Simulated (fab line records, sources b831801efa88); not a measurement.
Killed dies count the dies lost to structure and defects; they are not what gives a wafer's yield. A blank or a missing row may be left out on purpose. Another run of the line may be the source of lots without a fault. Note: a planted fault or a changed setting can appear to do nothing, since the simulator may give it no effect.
Code-filled problem report in 8D (eight disciplines) form | flow sky130 | the parts of the form that need people (team, actions taken, sign-off) are left out

== 1. THE PROBLEM ==
cd nm at SKY_LI_CONTACT_CD_MEAS_12 reads a mean of 149.5 nm on 4 wafers of 3 lots; wafers without a fault read 170.4 nm with a standard deviation of 1.7. That puts it -12 standard deviations away from the usual mean.
The step: target cd 170 nm.
The first sign was on wafer L726.1 at day 30 22:43, on cd sem-01. The record holds 42 wafers of 15 lots with a number at this step. By rule, "out" or "out of limits" means more than 4 standard deviations away from the usual mean. The other wafers with a number count as sound.

== 2. WHAT IT IS; WHAT IT IS NOT ==
question                    | is                             | is not
which readings at this step | cd nm                          | -
which lots                  | L726, L729, L731               | L721, L723, L724, L725, L727, L734, L735, L739, L740, L742, L743, L744
which wafers of those lots  | L726.1, L726.3, L729.1, L731.3 | L729.5, L731.2
read on which gauges        | cd sem-01, cd sem-02           | -
when                        | from day 30 22:43              | up to then (12 sound wafers); but 26 sound wafers of L727, L729, L731, L734, L735, L739, L740, L742, L743, L744 came after

== 3. THE SUSPECTS, EACH WITH WHAT RULES IT OUT ==
Counting: a tool at a process step up to the reading stays a suspect if it ran every lot that is out. Sound lots after the first of them don't rule it out here, since some wafers of a struck lot are sound.
- the gauge at SKY_LI_CONTACT_CD_MEAS_12 is ruled out. 2 gauges (cd sem-01, cd sem-02) read the wafers that are out.
- krf scanner-02 at SKY_LI_CONTACT_EXPOSE_09 (exposes mask LICM1, target cd 170 nm): kept. Ran every lot that is out, first one L726 (day 30 09:19); last sound lot up to then L725 (day 30 04:04).
After counting, what remains is krf scanner-02 at SKY_LI_CONTACT_EXPOSE_09.

== 4. THE CAUSE (what the simulator had put in) ==
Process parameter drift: krf scanner-02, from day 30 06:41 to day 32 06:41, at SKY_LI_CONTACT_EXPOSE_09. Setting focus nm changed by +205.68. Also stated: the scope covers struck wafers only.
The count eliminated every tool but this one.

== 5. THE EFFECT CHAIN, in route order ==
Each row: a reading whose mean over the struck wafers that have a number lies more than 3 standard deviations from the usual. Readings are gone through only where the record gives a usual standard deviation; hours: the median, over the lots, of the time from a lot's start at the first step in this table giving one to that lot's start at this step; sigmas: the change measured in usual standard deviations.
hours | step                      | reading | usual    | on struck wafers | change | sigmas
0     | SKY_LI_CONTACT_CD_MEAS_12 | cd nm   | 170.4 nm | 149.5            | -20.9  | -12

== 6. WHAT WOULD HAVE CAUGHT IT SOONER ==
16 hours passed between the start of the fault at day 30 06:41 and the first reading out of limits at a measuring or inspecting step in this record, taken at day 30 22:43.
L729, L731, from the lots that are out (3), started SKY_LI_CONTACT_EXPOSE_09 on krf scanner-02 later than day 30 22:43. A hold on the tool at that time would have spared those 2.
